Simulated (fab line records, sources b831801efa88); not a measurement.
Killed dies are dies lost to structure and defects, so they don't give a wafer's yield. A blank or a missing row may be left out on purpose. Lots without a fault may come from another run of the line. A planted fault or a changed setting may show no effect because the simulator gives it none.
fab line records | flow gf180mcu | part 2 of 2: steps 26 to 38 of 38
record lots=5 wafers=15 last_day=33
route steps=602 shown V4@494 MIM@503 M5@526
lots that met no fault: from a run of the same line without faults
start_h: hours from the record's first day to the start of the lot's first wafer shown | wait_h: hours since the lot's step before | " the same as in the row above | L1.1+2: a row that stands for several wafers | - no value, or no start given | * or withheld: withheld | < > ~ a bound
route shown NAME@n: a module of which the file shows steps, and the number in the route of the first | usual: mean/standard deviation of fault-free wafers | same: alike in all rows | chamber/n: place in a boat | sites: the reading at each site | _std_site: their standard deviation | _edge_site: outer sites' mean less inner sites' | radius_mm: how far each site lies from the wafer's centre | mask NAME#n: copy n | behind: the tool/chamber that last shaped the wafer | hold: why the lot was held/for how many hours/how that ended | device: the transistor (n, p or np) that didn't switch | end of line: the same wafers' tests at the end of the route | a step without rows: its recipe alone | killed: dies lost to structure and defects at the first sort, not the wafer's yield | map: a wafer's dies, x killed, . not, _ none there
set.NAME: the setting as run; set.NAME@STEP: as run at that earlier step | model.NAME: the simulator's own value behind a step, which no gauge read
lots at some steps of the route; a table a step, a row a wafer
services: from which hour (start_h, from the record's first day; less than 0 if before it) a tool's chamber was out of use, for how many hours, and why
## steps
# step GF_MIM_EXPOSE_16
# recipe mask_id=FuseTop target_cd_nm=2000 na=0.6 source_shape=conventional sigma_outer=0.6 dose_mj=140
# columns lot.wafer tool chamber start_h wait_h mask
L077.2+3+6 iline_stepper-02 0 - - FuseTop#0
L081.2+5+6 iline_stepper-02 0 - - FuseTop#0
L087.4+5+6 iline_stepper-01 0 - - FuseTop#0
L091.2+4+5 iline_stepper-01 0 - - FuseTop#0
L093.1+3+5 iline_stepper-02 0 - - FuseTop#0
# step GF_MIM_PEB_17
# recipe temp_c=withheld time_s=* resist=NOVOLAK
# columns lot.wafer tool chamber start_h wait_h
L077.2+3+6 litho_track-02 0 - -
L081.2+5+6 litho_track-03 0 - -
L087.4+5+6 litho_track-04 0 - -
L091.2+4+5 litho_track-02 0 - -
L093.1+3+5 litho_track-04 0 - -
# step GF_MIM_DEVELOP_18
# recipe develop_time_s=60 dev_temp_c=23
# columns lot.wafer tool chamber start_h wait_h
L077.2+3+6 litho_track-02 0 607.87 0.1
L081.2+5+6 litho_track-03 0 638.88 0.1
L087.4+5+6 litho_track-04 0 689.07 0.1
L091.2+4+5 litho_track-02 0 722.02 0.1
L093.1+3+5 litho_track-04 0 723.70 0.1
# step GF_MIM_METAL_ETCH_19
# recipe chemistry=Cl2/BCl3 mask_material=NOVOLAK stop_on=Si3N4 target_depth_nm=324.5 pressure_mtorr=8 icp_w=800 bias_w=140 Cl2_flow_sccm=80 bcl3_flow_sccm=40 time_s=54.1
# usual drypump_motor_current_A=5.7/0.46 mfc_cl2_sccm=79.96/0.22 oes_product_au=0.940/0.0069 throttle_valve_pct=28.284/0.011
# columns lot.wafer tool chamber start_h wait_h drypump_motor_current_A mfc_cl2_sccm oes_product_au rf_hours_counter_h throttle_valve_pct
L077.2 rie_metal-03 1 608.00 0.1 5.1 80.08 0.952 2 28.296
L077.3 " 0 " " 6.4 80.11 0.945 - 28.288
L077.6 " 0 " " 6.4 80.46 0.945 - 28.280
L081.2 rie_metal-01 1 639.03 0.1 6.0 79.94 0.959 - 28.264
L081.5 " 1 " " 6.0 80.15 0.941 - 28.290
L081.6 " 1 " " 6.0 79.77 0.953 - 28.286
L087.4 rie_metal-03 1 689.17 0.1 5.1 79.83 0.944 - 28.286
L087.5 " 0 " " 6.4 79.82 0.940 - 28.284
L087.6 " 1 " " 5.1 79.69 0.954 - 28.273
L091.2 rie_metal-01 0 722.15 0.1 5.4 79.77 0.945 4 28.290
L091.4 " 1 " " 6.0 79.66 0.944 - 28.302
L091.5 " 1 " " 6.0 79.88 0.933 - 28.266
L093.1 rie_metal-01 1 723.85 0.1 6.0 79.63 0.935 1 28.296
L093.3 " 0 " " 5.4 79.87 0.936 - 28.283
L093.5 " 0 " " 5.4 79.81 0.941 - 28.276
# step GF_MIM_STRIP_20
# recipe chemistry=O2/N2 power_w=1400 pressure_mtorr=1500 platen_temp_c=250 o2_flow_sccm=3000 n2_flow_sccm=300 overash_fraction=0.5
# usual drypump_motor_current_A=5.5/0.41 heater_power_w=342/15 oes_product_au=0.692/0.0056 strip_time_to_endpoint_s=11.22/0.047
# columns lot.wafer tool chamber start_h wait_h drypump_motor_current_A heater_power_w oes_product_au rf_hours_counter_h strip_time_to_endpoint_s
L077.2 plasma_asher-01 1 608.07 0.0 5.4 348 0.700 85 11.26
L077.3 " 1 " " 5.4 344 0.699 - 11.25
L077.6 " 1 " " 5.4 344 0.699 - 11.25
L081.2 plasma_asher-04 1 639.15 0.1 4.8 329 0.688 93 11.26
L081.5 " 0 " " 5.8 368 0.691 - 11.28
L081.6 " 1 " " 4.8 329 0.694 - 11.23
L087.4 plasma_asher-03 0 689.25 0.1 5.7 315 0.692 - 11.24
L087.5 " 1 " " 5.2 353 0.684 - 11.24
L087.6 " 0 " " 5.7 322 0.696 - 11.28
L091.2 plasma_asher-01 1 722.22 0.0 5.3 335 0.690 98 11.21
L091.4 " 0 " " 6.0 358 0.697 - 11.28
L091.5 " 1 " " 5.3 336 0.702 - 11.23
L093.1 plasma_asher-03 1 723.92 0.0 5.1 359 0.697 33 11.26
L093.3 " 0 " " 5.7 321 0.688 - 11.20
L093.5 " 0 " " 5.7 315 0.674 - 11.19
# step GF_MIM_STRIP_21
# recipe chemistry=post_etch_residue_remover time_s=1200 temp_c=72.5
# usual temp_c=72.52/0.12
# columns lot.wafer tool chamber start_h wait_h temp_c
L077.2 wet_bench-01 1 608.17 0.1 72.70
L077.3 " 1 " " 72.28
L077.6 " 1 " " 72.68
L081.2 wet_bench-01 3 639.25 0.1 72.42
L081.5 " 3 " " 72.56
L081.6 " 3 " " 72.32
L087.4 wet_bench-01 2 689.33 0.0 72.54
L087.5 " 2 " " 72.53
L087.6 " 2 " " 72.40
L091.2 wet_bench-04 0 722.32 0.1 72.70
L091.4 " 0 " " 72.32
L091.5 " 0 " " 72.51
L093.1 wet_bench-04 0 724.02 0.1 72.55
L093.3 " 0 " " 72.53
L093.5 " 0 " " 72.46
# step GF_MIM_CLEAN_22
# recipe chemistry=DIW dry=n2_spin
# columns lot.wafer tool chamber start_h wait_h
L077.2+3+6 wet_bench-04 0 608.51 0.0
L081.2+5+6 wet_bench-03 3 639.59 0.0
L087.4+5+6 wet_bench-04 1 689.67 0.0
L091.2+4+5 wet_bench-01 1 723.06 0.0
L093.1+3+5 wet_bench-03 1 724.76 0.0
# step GF_M5_DEHYDRATE_00
# recipe temp_c=200 time_s=60
# columns lot.wafer tool chamber start_h wait_h
L077.2+3+6 litho_track-01 0 617.72 9.1
L081.2+5+6 litho_track-03 0 649.18 9.5
L087.4+5+6 litho_track-04 0 698.12 8.4
L091.2+4+5 litho_track-04 0 730.77 7.6
L093.1+3+5 litho_track-03 0 733.26 8.4
# step GF_M5_HMDS_01
# recipe prime_time_s=60 prime_temp_c=120
# columns lot.wafer tool chamber start_h wait_h
L077.2+3+6 litho_track-01 0 617.87 0.1
L081.2+5+6 litho_track-03 0 649.33 0.1
L087.4+5+6 litho_track-04 0 698.27 0.1
L091.2+4+5 litho_track-04 0 730.92 0.1
L093.1+3+5 litho_track-03 0 733.41 0.1
# step GF_M5_COAT_02
# recipe resist=KrF spin_rpm=withheld resist_thk_nm=1000
# columns lot.wafer tool chamber start_h wait_h
L077.2+3+6 litho_track-01 0 618.02 0.1
L081.2+5+6 litho_track-03 0 649.48 0.1
L087.4+5+6 litho_track-04 0 698.42 0.1
L091.2+4+5 litho_track-04 0 731.07 0.1
L093.1+3+5 litho_track-03 0 733.56 0.1
# step GF_M5_SOFTBAKE_03
# recipe temp_c=130 time_s=60 resist=KrF
# columns lot.wafer tool chamber start_h wait_h
L077.2+3+6 litho_track-01 0 618.17 0.1
L081.2+5+6 litho_track-03 0 649.63 0.1
L087.4+5+6 litho_track-04 0 698.57 0.1
L091.2+4+5 litho_track-04 0 731.22 0.1
L093.1+3+5 litho_track-03 0 733.71 0.1
# step GF_M5_EXPOSE_04
# recipe mask_id=Metal5 target_cd_nm=280 na=0.68 source_shape=conventional sigma_outer=0.6 dose_mj=28
# columns lot.wafer tool chamber start_h wait_h mask
L077.2+3+6 krf_scanner-02 0 - - Metal5#0
L081.2+5+6 krf_scanner-01 0 - - Metal5#0
L087.4+5+6 krf_scanner-02 0 - - Metal5#0
L091.2+4+5 krf_scanner-01 0 - - Metal5#0
L093.1+3+5 krf_scanner-01 0 - - Metal5#0
# step GF_M5_PEB_05
# recipe peb_temp_c=135 peb_time_s=90 resist=KrF
# columns lot.wafer tool chamber start_h wait_h
L077.2+3+6 litho_track-04 0 - -
L081.2+5+6 litho_track-04 0 - -
L087.4+5+6 litho_track-01 0 - -
L091.2+4+5 litho_track-01 0 - -
L093.1+3+5 litho_track-04 0 - -
## services
# columns tool chamber start_h hours kind
cvd_w-02 0 568.20 13.0 repair
cmp-01 - 572.30 4.0 pm
pvd_sputter-02 - 572.94 3.3 repair
pecvd-04 2 575.96 26.8 repair
rie_metal-01 0 577.50 16.6 repair
pecvd-04 - 577.69 5.5 pm
pvd_sputter-04 - 580.08 1.3 repair
pvd_sputter-03 - 589.10 1.5 repair
plasma_asher-02 - 600.52 2.6 repair
pvd_sputter-02 - 601.36 2.6 repair
wet_bench-02 - 604.83 2.2 repair
krf_scanner-01 - 608.23 1.3 pm
pecvd-04 - 608.96 2.8 pm
pvd_sputter-04 - 613.60 3.0 repair
iline_stepper-02 - 619.76 4.4 pm
cvd_w-02 - 620.04 0.4 repair
cvd_w-02 - 625.37 14.6 pm
krf_scanner-01 - 633.91 4.5 repair
wet_bench-01 - 654.77 33.8 repair
krf_scanner-01 - 660.75 7.8 repair
pecvd-04 - 669.11 1.1 repair
pvd_sputter-03 - 732.84 4.9 repair
pvd_sputter-03 - 733.64 4.5 repair
plasma_asher-02 - 734.08 10.8 repair
